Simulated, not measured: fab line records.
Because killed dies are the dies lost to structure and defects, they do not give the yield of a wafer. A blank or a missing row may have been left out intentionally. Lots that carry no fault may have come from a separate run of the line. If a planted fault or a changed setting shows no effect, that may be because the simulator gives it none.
The tool behind it: which one? ; flow gf180mcu ; Sampling: 13 lots, 39 wafers, 2 of 602 route steps

## WHAT EACH GAUGE READ, for each wafer
GF_M3_THK_MEAS_06: measures by xrf.
lot;measured;on;M3_ALCU_THK (nm)
L957;day 20 14:35;film-metro-02;450 453 451
L958;day 20 20:51;film-metro-01;452 442 451
L959;day 21 10:05;film-metro-02;441 443 450
L960;day 21 12:08;film-metro-01;455 444 447
L962;day 22 08:56;film-metro-03;448 445 459
L961;day 22 12:32;film-metro-01;447 457 446
L970;day 25 10:16;film-metro-03;449 451 450
L973;day 26 03:55;film-metro-03;442 442 449
L975;day 26 21:01;film-metro-01;441 447 455
L976;day 27 02:14;film-metro-02;451 450 455
L977;day 27 13:34;film-metro-03;445 452 448
L978;day 27 13:51;film-metro-02;440 446 447
L980;day 28 01:35;film-metro-03;442 441 447

## TOOL THAT RAN EACH LOT (tool first, then ch and the chambers of the sampled wafers, then the start)
lot;GF_SALICIDE_SPUTTER_02
L957;pvd-sputter-02, day 15 09:14
L958;pvd-sputter-02, day 15 14:55
L959;pvd-sputter-02, day 16 02:22
L960;pvd-sputter-04, day 16 05:16
L962;pvd-sputter-03, day 16 22:53
L961;pvd-sputter-03, day 17 02:44
L970;pvd-sputter-03, day 20 05:26
L973;pvd-sputter-02, day 21 00:28
L975;pvd-sputter-02, day 21 20:11
L976;pvd-sputter-04, day 22 02:22
L977;pvd-sputter-04, day 22 15:34
L978;pvd-sputter-04, day 22 15:52
L980;pvd-sputter-02, day 23 06:10
- GF_SALICIDE_SPUTTER_02: material Co, target thk 10 nm, time 20 s.

## WHAT THE TOOLS THEMSELVES READ (means of the sampled wafers that have a number; where no wafer has one, the mark that the record gives instead)
GF_SALICIDE_SPUTTER_02.
lot;tool;throttle-valve-pct (%)
L957;pvd-sputter-02;29.1
L958;pvd-sputter-02;28.8
L959;pvd-sputter-02;29.7
L960;pvd-sputter-04;28.8
L962;pvd-sputter-03;30.9
L961;pvd-sputter-03;29.9
L970;pvd-sputter-03;30.4
L973;pvd-sputter-02;29.0
L975;pvd-sputter-02;29.6
L976;pvd-sputter-04;29.6
L977;pvd-sputter-04;29.3
L978;pvd-sputter-04;29.3
L980;pvd-sputter-02;29.6

## THE ANSWER, worked out from the rows above alone
Rule: the lots themselves supply what counts as usual. The widest of any qualifying gaps counts: lots, ordered by their means at a reading, are off when they make up no more than a third of the lots, leave a main group of 4 or more, and stand apart from it by 3 or more times the standard deviation of that group's means. The tables above print the reading to a certain number of digits; a main group whose means all agree to those digits is not used. A lot without any number at a reading at which 4 lots or more have one is off too. All remaining lots with rows at the step are treated as sound. After the gauges, taken in route order, come the tools' own readings; for these a lot's mean is taken, as printed above. The first step at which some lot is off is used, and at that step the reading that is off furthest; a lot without a number counts as furthest.
Across all readings shown, no lot is off: no conclusion can be drawn from this.

## WHAT HAD BEEN PUT IN BY THE SIMULATOR
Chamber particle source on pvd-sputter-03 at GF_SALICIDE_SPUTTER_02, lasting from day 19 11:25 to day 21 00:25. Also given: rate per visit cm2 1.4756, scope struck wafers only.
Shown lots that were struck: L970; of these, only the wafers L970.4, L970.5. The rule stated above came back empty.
